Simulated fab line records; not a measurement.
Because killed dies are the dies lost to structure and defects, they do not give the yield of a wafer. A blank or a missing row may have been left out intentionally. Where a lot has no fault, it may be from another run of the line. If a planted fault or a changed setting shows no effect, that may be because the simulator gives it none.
Struck lot and sound lot, side by side || flow gf180mcu || 41 out of 602 route steps
Sound: wafers L787.4, L787.5, L787.6. Wafers L797.1, L797.2, L797.3 were the ones struck. Last of all comes the cause.
Order at every step that has rows: each side's tool, ch and its chambers, its first start. Under that, the readings that differ: sound wafers || struck wafers || difference of the means || sigmas: that difference in standard deviations of wafers without a fault.
alike: readings with means less than 2 such deviations apart, plus words and numbers identical on both sides. not compared: withheld readings, readings lacking a value on some wafer, bounds such as >300 that could conceal the same value, and numbers that have no deviation in the record and whose values overlap.
The two part at a step that has a row with sigmas, a row that says differs or no value, or rows on one side only. Non-overlapping numbers with no deviation appear without sigmas and do not part them. Lack of a reading on every wafer of one side parts them only where that side has two or more wafers.

GF_V4_RS_MEAS_24: measurement is done with a four-point probe.
  sound: film metro-02 at day 25 05:11; struck: film metro-02 at day 28 17:04
{"reading": "V4_W_RS (ohm/sq)", "sound": "0.317 0.316 0.318", "struck": "0.326 0.325 0.329", "difference": "+0.010", "sigmas": "+2"}
GF_V4_THK_MEAS_25: measures by xrf.
  sound: film metro-02 at day 25 05:16; struck: film metro-02 at day 28 17:11
{"reading": "V4_W_THK (nm)", "sound": "352 353 351", "struck": "341 342 335", "difference": -13, "sigmas": -2}
GF_V4_CMP_26: polishes, stops on SiO2, t overpolish 15 s, target thk 0 nm.
  sound on cmp-02 ch 2,3, day 25 05:21; struck on cmp-02 ch 1,2,3, day 28 17:15
  alike: motor current A, overpolish run s, time to endpoint s
then, 3 steps without rows for these wafers: GF_MIM_SPUTTER_00 (material Ti, target thk 37.5 nm, time 150 s); GF_MIM_SPUTTER_01 (material TiN, target thk 30 nm, time 25 s); GF_MIM_SPUTTER_02 (material AlCu, target thk 450 nm, time 23.9 s).
GF_MIM_SPUTTER_03: material Ti, target thk 10 nm, time 6.7 s.
  sound: pvd sputter-04 at day 25 05:46; struck: pvd sputter-04 at day 28 17:43
  alike: throttle valve pct
then, 2 steps without rows for these wafers: GF_MIM_SPUTTER_04 (material TiN, target thk 50 nm, time 41.7 s); GF_MIM_CVD_05 (deposits Si3N4, target thk 42 nm, time 29.086 s).
GF_MIM_THK_MEAS_06:
  sound: film metro-04 at day 25 05:53; struck: film metro-02 at day 28 17:49
{"reading": "MIM_CVD_05_THK (nm)", "sound": "42.6 42.4 42.1", "struck": "40.9 41.1 41.4", "difference": -1.2, "sigmas": -3}
then, 2 steps without rows for these wafers: GF_MIM_SPUTTER_07 (material TiN, target thk 60 nm, time 50 s); GF_MIM_SPUTTER_08 (material AlCu, target thk 200 nm, time 10.6 s).
GF_MIM_SPUTTER_09: material TiN, target thk 35 nm, time 29.2 s.
  sound: pvd sputter-03 at day 25 05:59; struck: pvd sputter-03 at day 28 17:56
{"reading": "model.TiN_of_MIM_SPUTTER_09.thk nm (nm)", "sound": "35.6 35.69 35.35", "struck": "25.41 25.42 25.53", "difference": -10.09, "sigmas": ""}
  alike: throttle valve pct
GF_MIM_RS_MEAS_10: measurement is done with a four-point probe.
  sound: film metro-03 at day 25 06:04; struck: film metro-02 at day 28 17:58
  alike: MIM_ALCU_RS
GF_MIM_THK_MEAS_11: measures by xrf.
  sound: film metro-03 at day 25 06:10; struck: film metro-02 at day 28 18:05
  alike: MIM_ALCU_THK
then, 7 steps without rows for these wafers: GF_MIM_DEHYDRATE_12 (time 60 s); GF_MIM_HMDS_13 (prime time 60 s); GF_MIM_COAT_14 (resist thk 1000 nm); GF_MIM_SOFTBAKE_15 (time 60 s); GF_MIM_EXPOSE_16 (exposes mask FuseTop, target cd 2000 nm); GF_MIM_PEB_17; GF_MIM_DEVELOP_18 (develop time 60 s).
GF_MIM_METAL_ETCH_19: etches the open film in Cl2/BCl3, stops on Si3N4, target depth 324.5 nm, time 54.1 s.
  sound on rie metal-01 ch 0,1, day 26 03:11; struck on rie metal-02 ch 0,1, day 29 12:34
{"reading": "drypump motor current A (A)", "sound": "5.3 5.0 5.3", "struck": "6.3 6.3 6.3", "difference": "+1.1", "sigmas": "+2"}
{"reading": "oes product au (a.u.)", "sound": "0.949 0.936 0.942", "struck": "0.929 0.934 0.918", "difference": -0.015, "sigmas": -3}
{"reading": "throttle valve pct (%)", "sound": "28.284 28.259 28.268", "struck": "28.316 28.305 28.300", "difference": "+0.037", "sigmas": "+4"}
  alike: bcl3 flow sccm, bias w, rf fwd power W
  not compared: rf hours counter h
GF_MIM_STRIP_20: strips in O2/N2.
  sound on plasma asher-03 ch 0,1, day 26 03:16; struck on plasma asher-01 ch 0,1, day 29 12:38
{"reading": "n2 flow sccm (sccm)", "sound": "300.7 299.9 300.4", "struck": "299.5 297.6 297.9", "difference": -2.0, "sigmas": -2}
  alike: drypump motor current A, heater power w, oes product au, strip time to endpoint s
  not compared: rf hours counter h
then, 9 steps without rows for these wafers: GF_MIM_STRIP_21 (strips in post etch residue remover, time 1200 s); GF_MIM_CLEAN_22 (cleans in DIW); GF_M5_DEHYDRATE_00 (time 60 s); GF_M5_HMDS_01 (prime time 60 s); GF_M5_COAT_02 (resist thk 1000 nm); GF_M5_SOFTBAKE_03 (time 60 s); GF_M5_EXPOSE_04 (exposes mask Metal5, target cd 280 nm); GF_M5_PEB_05 (peb time 90 s); GF_M5_DEVELOP_06 (develop time 60 s).
GF_M5_CD_MEAS_07: target cd 280 nm.
  sound: cd sem-02 at day 27 00:29; struck: cd sem-02 at day 30 07:13
  alike: cd nm
GF_M5_OVL_MEAS_08:
  sound: overlay-01 at day 27 00:34; struck: overlay-02 at day 30 07:20
{"reading": "M5_OVL (nm)", "sound": "-2 -3 -3", "struck": "-12 -14 -15", "difference": -11, "sigmas": -2}
then, 1 step without rows for these wafers: GF_M5_ETCH_09 (etches Si3N4 in CF4/O2, target depth 52 nm, time 11.6 s).
GF_M5_METAL_ETCH_10: etches the open film in Cl2/BCl3, stops on SiO2, target depth 750.8 nm, time 125.1 s.
  sound on rie metal-04 ch 0,1, day 27 00:39; struck on rie metal-03 ch 0,1, day 30 07:24
  alike: bcl3 flow sccm, bias w, drypump motor current A, oes product au, rf fwd power W, throttle valve pct
  not compared: rf hours counter h
GF_M5_STRIP_11: strips in O2/N2.
  sound on plasma asher-02 ch 0,1, day 27 00:46; struck on plasma asher-03 ch 0,1, day 30 07:32
  alike: drypump motor current A, heater power w, n2 flow sccm, oes product au, strip time to endpoint s
  not compared: rf hours counter h
GF_M5_STRIP_12: strips in post etch residue remover, time 1200 s.
  sound on wet bench-04 ch 0, day 27 00:50; struck on wet bench-04 ch 0, day 30 07:38
{"reading": "model.TiN_of_MIM_SPUTTER_09.thk nm (nm)", "sound": "34.76 34.85 34.51", "struck": "24.57 24.57 24.69", "difference": -10.10, "sigmas": ""}
then, 1 step without rows for these wafers: GF_M5_CLEAN_13 (cleans in DIW).
GF_PASSIVATION_PROBE_99:
  rows exist in the record for the sound wafers here (prober-01, day 29 16:04), none for the struck ones

== WHERE THEY PART ==
First at GF_V4_RS_MEAS_24; last, within this record, at GF_PASSIVATION_PROBE_99.

WHY: whatever the simulator had introduced
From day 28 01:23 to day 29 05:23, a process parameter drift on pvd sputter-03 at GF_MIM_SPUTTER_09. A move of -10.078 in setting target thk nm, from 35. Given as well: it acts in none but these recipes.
